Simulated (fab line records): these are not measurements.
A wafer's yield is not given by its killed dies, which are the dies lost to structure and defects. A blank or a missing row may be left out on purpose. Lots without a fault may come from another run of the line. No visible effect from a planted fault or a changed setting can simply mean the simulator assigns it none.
fab line records	flow sky130
record lots=6	wafers=18	lastDay=50
route steps=708 shown POLY_GATE@222 PAD_OPEN@708
lots with no fault: from the same line, run without faults
startH: start of the lot's first displayed wafer, in hours after the record's first day	waitH: hours from the lot's prior step to this one	" same as the row above	L1.1+2: one row covering several wafers at once	- no value present, or no start provided	* or withheld: withheld	< > ~ a bound
route shown NAME@n: a module of which the file shows steps, and the number in the route of the first	usual: mean and standard deviation over wafers with no fault	same: alike in all rows	chamber/n: place in a boat	sites: readings site by site	_std_site: the values' standard deviation	_edge_site: mean of outer sites minus mean of inner sites	radiusMm: how far each site lies from the wafer's centre	mask NAME#n: copy n	behind: the most recent tool/chamber to have shaped the wafer	hold: cause of the lot's hold/its duration in hours/its outcome	device: which transistor (n, p or np) failed to switch	end of line: the same wafers' tests at the end of the route	a step without rows: its recipe alone	killed: the dies lost at the first sort to structure and to defects; this is not the yield of the wafer	map: per-die view of a wafer (x killed, . not killed, _ where there is no die)
set.NAME: the setting the step ran with; set.NAME@STEP: the setting that earlier step ran with	model.NAME: the simulator's own value behind a step, which no gauge read
certain route steps with their lots: each step a table, each wafer a row
services: from which hour (startH, from the record's first day; less than 0 if before it) a tool's chamber was out of use, for how many hours, and why
## steps
# step SKY_POLY_GATE_COAT_08
# recipe resist=KrF-thick	spinRpm=3000	resistThkNm=450
# step SKY_POLY_GATE_SOFTBAKE_09
# recipe tempC=100	timeS=90	resist=KrF-thick
# step SKY_POLY_GATE_EXPOSE_10
# recipe maskId=P1M	na=0.68	sourceShape=conventional	sigmaOuter=0.6	targetCdNm=150	doseMj=28.55
# step SKY_POLY_GATE_PEB_11
# recipe pebTempC=withheld	pebTimeS=withheld	resist=KrF-thick
# step SKY_POLY_GATE_DEVELOP_12
# recipe developTimeS=60	resist=KrF-thick	devTempC=21
# step SKY_POLY_GATE_CD_MEAS_13
# recipe targetCdNm=150
# usual cdNm=150.3/1.8
lot.wafer	tool	chamber	startH	waitH	cdNm
L503.1	cdSem-01	-	395.66	-	150.1
L503.2	"	-	"	"	149.5
L503.4	"	-	"	"	150.5
L504.1	cdSem-02	-	401.97	-	149.4
L504.4	"	-	"	"	149.7
L504.5	"	-	"	"	148.8
L515.3	cdSem-02	-	508.76	-	153.1
L515.4	"	-	"	"	152.4
L515.6	"	-	"	"	151.6
L516.2	cdSem-02	-	516.99	-	153.5
L516.3	"	-	"	"	153.5
L516.6	"	-	"	"	152.7
L518.2	cdSem-02	-	534.57	-	151.3
L518.4	"	-	"	"	150.8
L518.6	"	-	"	"	150.4
L523.3	cdSem-02	-	574.39	-	149.5
L523.4	"	-	"	"	149.3
L523.5	"	-	"	"	149.2
# step SKY_POLY_GATE_OVL_MEAS_14
# usual POLY_GATE_OVL=-4/5.4
lot.wafer	tool	chamber	startH	waitH	POLY_GATE_OVL[nm]
L503.1	overlay-01	-	395.78	0.1	4
L503.2	"	-	"	"	8
L503.4	"	-	"	"	5
L504.1	overlay-02	-	402.09	0.1	-4
L504.4	"	-	"	"	-5
L504.5	"	-	"	"	-6
L515.3	overlay-01	-	508.85	0.1	-10
L515.4	"	-	"	"	-12
L515.6	"	-	"	"	-16
L516.2	overlay-01	-	517.09	0.1	1
L516.3	"	-	"	"	4
L516.6	"	-	"	"	5
L518.2	overlay-02	-	534.68	0.1	1
L518.4	"	-	"	"	-6
L518.6	"	-	"	"	-3
L523.3	overlay-02	-	574.48	0.1	-4
L523.4	"	-	"	"	1
L523.5	"	-	"	"	-5
# step SKY_POLY_GATE_ETCH_15
# recipe chemistry=N2/H2	target=BARC	ionEnergyEv=200	sourceW=500	biasW=100	pressureMtorr=30	n2FlowSccm=100	h2FlowSccm=200	stopOn=SiO2	timeS=118.5	targetDepthA=1100
# usual drypumpMotorCurrentA=5.6/0.49	oesProductAu=0.716/0.0049	throttleValvePct=13.212/0.0088
lot.wafer	tool	chamber	startH	waitH	drypumpMotorCurrentA	oesProductAu	rfHoursCounterH	throttleValvePct
L503.1	rieDiel-04	1	395.82	0.0	6.3	0.721	93	13.221
L503.2	"	0	"	"	5.7	0.725	0	13.217
L503.4	"	2	"	"	5.7	0.720	56	13.217
L504.1	rieDiel-04	3	402.12	0.0	5.9	0.721	36	13.198
L504.4	"	1	"	"	6.3	0.704	93	13.207
L504.5	"	2	"	"	5.7	0.717	-	13.199
L515.3	rieDiel-02	3	508.87	0.0	6.4	0.711	18	13.199
L515.4	"	1	"	"	5.6	0.710	3	13.220
L515.6	"	3	"	"	6.4	0.716	-	13.213
L516.2	rieDiel-03	0	517.12	0.0	5.0	0.714	9	13.221
L516.3	"	1	"	"	5.0	0.711	3	13.211
L516.6	"	1	"	"	5.0	0.717	-	13.203
L518.2	rieDiel-03	1	534.71	0.0	5.0	0.718	4	13.211
L518.4	"	0	"	"	4.9	0.709	10	13.205
L518.6	"	2	"	"	5.8	0.726	-	13.221
L523.3	rieDiel-04	0	574.51	0.0	5.7	0.716	4	13.214
L523.4	"	1	"	"	6.3	0.716	1	13.231
L523.5	"	2	"	"	5.7	0.713	-	13.220
# step SKY_POLY_GATE_ETCH_16
# recipe stopOn=poly-Si	chemistry=CH3F/O2	target=Si3N4	sourceW=400	biasW=80	pressureMtorr=25	ch3fFlowSccm=40	O2_flow_sccm=30	timeS=147.5	targetDepthA=750
# usual drypumpMotorCurrentA=5.6/0.48	oesProductAu=0.641/0.0052	throttleValvePct=10.535/0.0098
lot.wafer	tool	chamber	startH	waitH	drypumpMotorCurrentA	oesProductAu	rfHoursCounterH	throttleValvePct
L503.1	rieDiel-04	1	395.90	0.0	6.3	0.636	93	10.531
L503.2	"	0	"	"	5.7	0.648	1	10.534
L503.4	"	2	"	"	5.7	0.646	56	10.530
L504.1	rieDiel-04	3	402.21	0.0	6.0	0.640	36	10.526
L504.4	"	1	"	"	6.3	0.641	93	10.545
L504.5	"	2	"	"	5.7	0.644	-	10.520
L515.3	rieDiel-02	3	508.96	0.0	6.4	0.644	18	10.519
L515.4	"	1	"	"	5.6	0.633	3	10.532
L515.6	"	3	"	"	6.4	0.640	-	10.531
L516.2	rieDiel-03	0	517.21	0.0	5.0	0.648	9	10.524
L516.3	"	1	"	"	5.0	0.643	3	10.536
L516.6	"	1	"	"	5.0	0.640	-	10.523
L518.2	rieDiel-03	1	534.79	0.0	5.0	0.648	4	10.536
L518.4	"	0	"	"	4.9	0.642	10	10.531
L518.6	"	2	"	"	5.9	0.644	-	10.536
L523.3	rieDiel-04	0	574.59	0.0	5.7	0.643	4	10.515
L523.4	"	1	"	"	6.2	0.637	1	10.540
L523.5	"	2	"	"	5.7	0.630	-	10.529
# step SKY_POLY_GATE_ETCH_17
# recipe targetDepthNm=180	stopOn=SiO2	overEtchFrac=0.56667	chemistry=HBr/Cl2	target=poly-Si	icpW=400	biasW=100	pressureMtorr=10	HBr_flow_sccm=150	Cl2_flow_sccm=50	timeS=70.5
# usual drypumpMotorCurrentA=5.86/0.27	oesProductAu=0.988/0.0078	throttleValvePct=33.684/0.0081
# same overEtchFrac=0.56667
lot.wafer	tool	chamber	startH	waitH	drypumpMotorCurrentA	oesProductAu	rfHoursCounterH	throttleValvePct
L503.1	rieSi-02	1	396.00	0.0	5.77	0.991	2	33.670
L503.2	"	0	"	"	6.18	0.975	58	33.706
L503.4	"	2	"	"	5.63	0.992	46	33.674
L504.1	rieSi-02	2	402.31	0.0	5.60	0.987	46	33.686
L504.4	"	0	"	"	6.18	0.973	58	33.690
L504.5	"	1	"	"	5.72	0.989	-	33.670
L515.3	rieSi-02	2	509.05	0.0	5.61	0.989	47	33.668
L515.4	"	3	"	"	6.17	0.984	4	33.677
L515.6	"	1	"	"	5.74	0.999	-	33.695
L516.2	rieSi-01	3	517.30	0.0	5.56	0.992	0	33.697
L516.3	"	2	"	"	5.95	0.997	4	33.680
L516.6	"	3	"	"	5.57	0.992	-	33.680
L518.2	rieSi-01	1	534.89	0.0	5.70	0.991	2	33.683
L518.4	"	3	"	"	5.57	0.987	0	33.680
L518.6	"	0	"	"	5.46	0.995	-	33.679
L523.3	rieSi-02	1	574.69	0.0	5.71	1.000	3	33.690
L523.4	"	0	"	"	6.19	0.994	0	33.693
L523.5	"	1	"	"	5.72	0.992	-	33.699
# step SKY_POLY_GATE_STRIP_18
# recipe chemistry=O2/N2	powerW=1400	pressureMtorr=1500	platenTempC=withheld	o2FlowSccm=3000	n2FlowSccm=300	overashFraction=0.5
# usual drypumpMotorCurrentA=5.8/0.45	oesProductAu=0.360/0.0048	stripTimeToEndpointS=3.16/0.042
lot.wafer	tool	chamber	startH	waitH	drypumpMotorCurrentA	oesProductAu	rfHoursCounterH	stripTimeToEndpointS
L503.1	plasmaAsher-02	1	396.06	0.0	4.9	0.361	72	3.19
L503.2	"	0	"	"	5.9	0.356	72	3.18
L503.4	"	0	"	"	5.8	0.361	-	3.18
L504.1	plasmaAsher-01	1	402.36	0.0	5.4	0.361	29	3.18
L504.4	"	1	"	"	5.4	0.352	-	3.16
L504.5	"	1	"	"	5.5	0.361	-	3.16
L515.3	plasmaAsher-01	0	509.14	0.1	6.3	0.356	-	3.11
L515.4	"	1	"	"	5.4	0.362	-	3.17
L515.6	"	1	"	"	5.4	0.361	-	3.14
L516.2	plasmaAsher-01	1	517.36	0.0	5.5	0.361	42	3.14
L516.3	"	1	"	"	5.5	0.359	-	3.25
L516.6	"	1	"	"	5.5	0.368	-	3.25
L518.2	plasmaAsher-04	0	534.94	0.0	6.1	0.367	75	3.24
L518.4	"	0	"	"	6.1	0.363	-	3.17
L518.6	"	0	"	"	6.1	0.362	-	3.19
L523.3	plasmaAsher-01	0	574.78	0.1	6.2	0.353	-	3.17
L523.4	"	1	"	"	5.5	0.358	-	3.13
L523.5	"	0	"	"	6.2	0.354	-	3.11
# step SKY_POLY_GATE_CLEAN_19
# recipe chemistry=SC1/SC2	mix=1:4:20	tempC=70	timeS=150	dry=n2Spin
# step SKY_POLY_GATE_OXIDATION_20
# recipe tempC=850	ambient=O2	stabiliseS=600	purgeS=300	targetThkA=40	oxTimeS=899
# usual spikeTcBottomC=867/4.3	spikeTcCentreC=849.9/1.5	spikeTcLowerC=851.1/1	spikeTcTopC=864.1/1.2	spikeTcUpperC=850.9/1	tube_center_temp_C_max=852.2/0.37	zonePowerLowerPct=15.5/0.54	zonePowerTopPct=30.6/0.3
# same oxTimeS=899
lot.wafer	tool	chamber	startH	waitH	spikeTcBottomC	spikeTcCentreC	spikeTcLowerC	spikeTcTopC	spikeTcUpperC	tube_center_temp_C_max	zonePowerLowerPct	zonePowerTopPct	model.SiO2_of_POLY_GATE_OXIDATION_20.thkNm
L503.1	furnace-01	0	397.46	1.3	871	850.6	851.3	864.6	851.1	852.4	14.8	30.4	4.023
L503.2	"	0	"	"	872	850.9	849.4	864.7	850.5	852.0	14.9	31.0	4.008
L503.4	"	0	"	"	872	852.7	848.8	863.0	852.0	851.7	15.0	30.1	4.037
L504.1	furnace-02	0	403.26	0.7	865	851.7	851.4	864.9	848.8	853.1	16.2	30.2	4.123
L504.4	"	0	"	"	865	849.9	852.6	865.1	850.7	852.8	15.9	30.6	4.025
L504.5	"	0	"	"	864	848.8	851.3	862.7	848.9	852.3	15.9	30.5	4.063
L515.3	furnace-02	0	509.85	0.6	896	882.1	884.0	896.3	882.9	852.0	17.3	32.3	5.861
L515.4	"	0	"	"	896	879.6	884.9	895.6	882.2	852.1	17.5	32.1	5.882
L515.6	"	0	"	"	896	881.5	883.5	894.0	883.1	851.7	17.1	32.3	5.886
L516.2	furnace-02	0	517.56	0.0	896	880.5	882.9	895.2	882.5	851.8	17.1	31.5	5.788
L516.3	"	0	"	"	896	879.9	885.2	894.9	883.0	852.6	17.2	32.0	5.785
L516.6	"	0	"	"	897	881.7	883.3	895.4	882.9	852.6	17.2	32.0	5.809
L518.2	furnace-01	0	535.09	0.0	872	849.5	850.1	865.5	851.1	851.8	15.1	30.7	3.92
L518.4	"	0	"	"	871	851.1	851.2	862.9	850.9	851.8	15.1	31.0	3.974
L518.6	"	0	"	"	873	850.5	850.6	865.3	852.5	852.2	15.1	30.1	3.958
L523.3	furnace-01	0	574.90	0.0	871	851.1	850.7	864.0	848.5	852.2	14.6	30.3	4.004
L523.4	"	0	"	"	872	851.2	852.3	865.9	852.3	852.1	14.9	30.9	4
L523.5	"	0	"	"	873	850.6	851.6	864.6	851.1	852.4	14.8	30.4	4.055
# step SKY_POLY_GATE_THK_MEAS_21
# recipe reads=SiO2_of_POLY_GATE_OXIDATION_20
# usual POLY_GATE_OXIDATION_THK=3.99/0.075
lot.wafer	tool	chamber	startH	waitH	POLY_GATE_OXIDATION_THK[nm]
L503.1	filmMetro-01	-	398.71	0.0	4.02
L503.2	"	-	"	"	4.01
L503.4	"	-	"	"	4.03
L504.1	filmMetro-02	-	404.51	0.0	4.15
L504.4	"	-	"	"	4.03
L504.5	"	-	"	"	4.02
L515.3	filmMetro-03	-	511.12	0.0	5.83
L515.4	"	-	"	"	5.84
L515.6	"	-	"	"	5.92
L516.2	filmMetro-03	-	518.82	0.0	5.77
L516.3	"	-	"	"	5.85
L516.6	"	-	"	"	5.73
L518.2	filmMetro-01	-	536.35	0.0	3.88
L518.4	"	-	"	"	3.94
L518.6	"	-	"	"	4.06
L523.3	filmMetro-01	-	576.17	0.0	4.00
L523.4	"	-	"	"	3.99
L523.5	"	-	"	"	4.08
# step SKY_POLY_GATE_CD_MEAS_22
# usual cdNm=150.1/2.5
lot.wafer	tool	chamber	startH	waitH	cdNm
L503.1	cdSem-02	-	398.77	0.1	149.7
L503.2	"	-	"	"	153.2
L503.4	"	-	"	"	146.4
L504.1	cdSem-01	-	404.57	0.1	144.9
L504.4	"	-	"	"	148.2
L504.5	"	-	"	"	146.4
L515.3	cdSem-01	-	511.21	0.1	152.5
L515.4	"	-	"	"	153.6
L515.6	"	-	"	"	150.7
L516.2	cdSem-02	-	518.90	0.1	151.4
L516.3	"	-	"	"	154.0
L516.6	"	-	"	"	152.2
L518.2	cdSem-01	-	536.43	0.1	151.5
L518.4	"	-	"	"	149.3
L518.6	"	-	"	"	150.7
L523.3	cdSem-02	-	576.26	0.1	151.2
L523.4	"	-	"	"	147.8
L523.5	"	-	"	"	147.8
# step SKY_PAD_OPEN_PROBE_99
# usual killed_at_M0_to_M3=43/5.9	killed_at_M4_up=2.9/1.5	killedAtContacts=24/5	killedAtFrontEnd=15/4.8	killedAtOther=0.2/0.5	killedDies=86/9.3	killedOpen=47/7.1	killedShort=38/6.3
# same grossDies=492	killedAtBackSide=0
lot.wafer	tool	chamber	startH	waitH	killed_at_M0_to_M3	killed_at_M4_up	killedAtContacts	killedAtFrontEnd	killedAtOther	killedDies	killedOpen	killedShort	model.etest.tipSonos.rsOhmSq	model.etest.tipP.rsOhmSq	model.etest.pfet_01v8.rOnOhmUm	model.etest.resPdiff.lineOhmUm	model.etest.tipN.rsOhmSq	model.etest.resNdiff.lineOhmUm	model.etest.resPdiff.rsOhmSq	model.etest.pfet_01v8.driveUaUm
L503.1	prober-02	-	1098.68	0.1	56	0	23	11	0	90	58	32	2627	6826	2964	1386	442.2	748	198.6	188.2
L503.2	prober-02	-	1098.73	0.1	55	4	30	8	0	97	57	40	2620	6811	2990	1398	442.1	748.7	199.5	185.5
L503.4	prober-02	-	1098.83	0.2	49	5	22	10	0	86	46	40	2646	6828	2861	1393	444.5	758.1	198.7	195.9
L504.1	prober-01	-	1101.74	0.1	50	1	29	18	0	98	60	38	2719	6856	2817	1335	441.7	765	196.7	199.3
L504.4	prober-01	-	1101.89	0.2	41	2	23	7	0	73	45	28	2735	6860	2828	1378	439.8	778.2	197.2	196
L504.5	prober-01	-	1101.94	0.2	40	1	19	11	1	72	45	27	2715	6814	2860	1358	441.3	762.9	197.8	195.3
L515.3	prober-02	-	1172.19	0.2	36	3	25	13	0	77	41	36	3083	7203	2972	1401	474.6	795.4	201.9	188.9
L515.4	prober-02	-	1172.24	0.2	43	4	30	15	0	92	54	38	3048	7175	3004	1373	471.9	777.9	201.3	184.5
L515.6	prober-02	-	1172.34	0.2	43	3	21	12	2	81	38	43	3078	7145	2911	1384	474.9	759.2	202	189.4
L516.2	prober-01	-	1176.99	0.1	39	7	21	9	0	76	54	22	3108	7150	3091	1445	474.9	782.2	205.3	180.3
L516.3	prober-01	-	1177.04	0.2	48	3	28	14	0	93	58	35	3128	7221	3079	1467	479	783.8	207.5	177.7
L516.6	prober-01	-	1177.19	0.2	44	4	18	16	0	82	47	35	3045	7212	3127	1452	479.9	775.2	207.1	174.4
L518.2	prober-02	-	1189.04	0.1	41	4	23	10	0	78	41	37	2604	6870	2851	1370	438.6	779.1	194.4	197.1
L518.4	prober-02	-	1189.14	0.2	43	1	33	18	2	97	57	40	2577	6812	2877	1370	434	783.5	193.2	193.1
L518.6	prober-02	-	1189.24	0.2	42	4	28	11	0	85	48	37	2565	6841	2891	1349	437.9	768.8	196.3	193.5
L523.3	prober-01	-	1209.18	0.2	35	3	22	11	0	71	41	30	2535	6848	2931	1382	436.1	766.4	199.2	190
L523.4	prober-01	-	1209.23	0.2	45	1	21	16	0	83	51	32	2501	6891	2835	1355	436.4	756.1	196.7	197.2
L523.5	prober-01	-	1209.28	0.2	31	4	26	14	1	76	39	37	2553	6844	2889	1396	437.4	774.4	199.7	193.8
# killed by level:class
L503.1 VIA1:geometricParticle:open=13 VIA3:geometricParticle:open=10 VIA2:geometricParticle:open=8 LI_CONTACT:geometricParticle:open=7 CONTACT:geometricParticle:open=6 VIA1:geometricParticle:short=6 METAL3:geometricParticle:short=5 FIELD_ISO:geometricParticle:open=4
L503.2 VIA1:geometricParticle:open=19 CONTACT:geometricParticle:open=10 METAL1:geometricParticle:short=9 VIA1:geometricParticle:short=8 LI_CONTACT:geometricParticle:open=6 VIA3:geometricParticle:open=6 LI_CONTACT:geometricParticle:short=5 POLY_GATE:geometricParticle:open=4
L503.4 VIA1:geometricParticle:open=9 METAL1:geometricParticle:short=8 LI_CONTACT:geometricParticle:open=7 VIA2:geometricParticle:open=7 CONTACT:geometricParticle:open=7 VIA3:geometricParticle:open=6 LOCAL_INTERCONNECT:geometricParticle:short=5 METAL2:geometricParticle:short=5
L504.1 VIA1:geometricParticle:open=16 LI_CONTACT:geometricParticle:open=10 CONTACT:geometricParticle:short=8 POLY_GATE:geometricParticle:short=7 VIA3:geometricParticle:open=7 VIA1:geometricParticle:short=7 CONTACT:geometricParticle:open=7 VIA2:geometricParticle:open=6
L504.4 VIA1:geometricParticle:open=13 CONTACT:geometricParticle:open=9 METAL1:geometricParticle:short=6 LI_CONTACT:geometricParticle:open=5 CONTACT:geometricParticle:short=5 VIA1:geometricParticle:short=4 METAL2:geometricParticle:short=3 METAL2:geometricParticle:open=3
L504.5 VIA1:geometricParticle:open=14 CONTACT:geometricParticle:open=12 METAL1:geometricParticle:short=8 POLY_GATE:geometricParticle:open=5 LI_CONTACT:geometricParticle:open=5 METAL2:geometricParticle:short=5 POLY_GATE:geometricParticle:short=3 VIA1:geometricParticle:short=3
L515.3 CONTACT:geometricParticle:open=9 VIA1:geometricParticle:open=7 METAL1:geometricParticle:short=6 VIA2:geometricParticle:open=6 LI_CONTACT:geometricParticle:open=5 LOCAL_INTERCONNECT:geometricParticle:short=5 METAL2:geometricParticle:short=5 POLY_GATE:geometricParticle:short=3
L515.4 LI_CONTACT:geometricParticle:open=11 VIA1:geometricParticle:open=9 METAL2:geometricParticle:short=9 VIA2:geometricParticle:open=9 CONTACT:geometricParticle:open=7 LI_CONTACT:geometricParticle:short=5 VIA2:geometricParticle:short=5 POLY_GATE:geometricParticle:open=4
L515.6 METAL2:geometricParticle:short=9 LOCAL_INTERCONNECT:geometricParticle:short=8 CONTACT:geometricParticle:open=7 VIA1:geometricParticle:open=7 VIA3:geometricParticle:open=7 VIA2:geometricParticle:open=6 VIA2:geometricParticle:short=5 FIELD_ISO:geometricParticle:short=4
L516.2 VIA1:geometricParticle:open=12 VIA3:geometricParticle:open=9 CONTACT:geometricParticle:open=8 VIA2:geometricParticle:open=7 METAL4:geometricParticle:short=5 LI_CONTACT:geometricParticle:open=4 LOCAL_INTERCONNECT:geometricParticle:short=4 METAL1:geometricParticle:open=4
L516.3 VIA1:geometricParticle:open=12 CONTACT:geometricParticle:open=11 VIA2:geometricParticle:open=9 METAL1:geometricParticle:short=7 VIA3:geometricParticle:open=7 POLY_GATE:geometricParticle:open=6 METAL2:geometricParticle:short=5 LI_CONTACT:geometricParticle:open=5
L516.6 VIA1:geometricParticle:open=11 VIA3:geometricParticle:open=8 CONTACT:geometricParticle:open=6 FIELD_ISO:geometricParticle:short=5 LI_CONTACT:geometricParticle:open=5 METAL1:geometricParticle:short=5 METAL2:geometricParticle:short=5 FIELD_ISO:geometricParticle:open=4
L518.2 VIA3:geometricParticle:open=9 CONTACT:geometricParticle:open=7 METAL2:geometricParticle:short=7 VIA2:geometricParticle:open=7 LOCAL_INTERCONNECT:geometricParticle:short=5 VIA1:geometricParticle:short=5 VIA1:geometricParticle:open=5 LI_CONTACT:geometricParticle:short=4
L518.4 VIA1:geometricParticle:open=13 CONTACT:geometricParticle:open=9 VIA3:geometricParticle:open=9 LI_CONTACT:geometricParticle:open=7 CONTACT:geometricParticle:short=7 LOCAL_INTERCONNECT:geometricParticle:short=6 VIA2:geometricParticle:open=6 POLY_GATE:geometricParticle:open=5
L518.6 CONTACT:geometricParticle:open=10 VIA1:geometricParticle:short=9 VIA3:geometricParticle:open=9 VIA1:geometricParticle:open=8 LI_CONTACT:geometricParticle:open=7 LOCAL_INTERCONNECT:geometricParticle:short=5 CONTACT:geometricParticle:short=5 VIA2:geometricParticle:open=5
L523.3 VIA1:geometricParticle:open=12 LOCAL_INTERCONNECT:geometricParticle:short=9 CONTACT:geometricParticle:open=9 VIA3:geometricParticle:open=7 FIELD_ISO:geometricParticle:open=5 METAL2:geometricParticle:short=4 CONTACT:geometricParticle:short=3 VIA2:geometricParticle:open=3
L523.4 VIA1:geometricParticle:open=12 POLY_GATE:geometricParticle:open=8 LI_CONTACT:geometricParticle:open=7 METAL2:geometricParticle:short=7 VIA2:geometricParticle:open=7 CONTACT:geometricParticle:open=6 CONTACT:geometricParticle:short=5 METAL1:geometricParticle:short=5
L523.5 CONTACT:geometricParticle:open=9 VIA1:geometricParticle:open=7 LI_CONTACT:geometricParticle:open=7 METAL1:geometricParticle:short=6 METAL2:geometricParticle:short=5 POLY_GATE:geometricParticle:short=4 CONTACT:geometricParticle:short=4 POLY_GATE:geometricParticle:open=3
## services
tool	chamber	startH	hours	kind
plasmaAsher-01	-	379.05	2.8	pm
furnace-01	-	389.10	1.5	repair
plasmaAsher-04	-	398.06	14.6	pm
furnace-01	-	404.13	3.8	pm
furnace-02	-	418.58	3.2	pm
rieDiel-04	1	420.02	2.8	repair
plasmaAsher-02	-	421.25	9.0	pm
furnace-02	-	421.76	3.4	pm
plasmaAsher-04	-	443.68	1.4	repair
furnace-01	-	454.05	3.4	pm
plasmaAsher-04	-	482.46	13.5	repair
rieSi-01	-	486.49	2.8	pm
rieSi-02	0	487.38	-	clean
rieSi-02	0	487.38	18.5	scheduledDown
rieSi-02	0	487.38	18.5	ventCycle
rieDiel-04	1	489.78	-	clean
rieDiel-04	1	489.78	18.7	scheduledDown
rieDiel-04	1	489.78	18.7	ventCycle
rieDiel-03	2	497.50	6.0	repair
rieSi-02	2	537.38	-	clean
rieSi-02	2	537.38	23.2	scheduledDown
rieDiel-02	0	551.98	9.7	repair
furnace-01	-	562.31	2.1	repair
rieSi-01	1	569.06	2.1	repair
## key
firstSign step=SKY_POLY_GATE_OXIDATION_20	reading=spikeTcLowerC	direction=up	sigmas=31	usual=851.1	struck=884.0
effect step=SKY_POLY_GATE_OXIDATION_20	reading=spikeTcUpperC	direction=up	sigmas=31	usual=850.9	struck=882.8
effect step=SKY_POLY_GATE_THK_MEAS_21	reading=POLY_GATE_OXIDATION_THK	direction=up	sigmas=24	usual=3.99	struck=5.82
modelEffect step=SKY_POLY_GATE_OXIDATION_20	value=SiO2_of_POLY_GATE_OXIDATION_20.thkNm	without=3.902	struck=5.835
modelEffect step=SKY_PAD_OPEN_PROBE_99	value=etest.tipSonos.rsOhmSq	without=2708	struck=3082
metAt SKY_POLY_GATE_OXIDATION_20
struckWafers L515.3,L515.4,L515.6,L516.2,L516.3,L516.6
testerLeftOut L515,L516
onsetBetween 403.26 509.85
fault kind=processParameterDrift	tool=furnace-02	chamber=-	onsetH=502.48	steps=SKY_POLY_GATE_OXIDATION_20	channel=tempC	offset=*	shape=step	endH=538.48	actsIn=*	stated=*
# testerLeftOut: of these lots the tester's yield and bins aren't shown, on N5 and GAA mostly nor the transistor test; their killed dies are dies lost to structure and defects alone, not to doping, threshold or leakage, so they don't give the yield
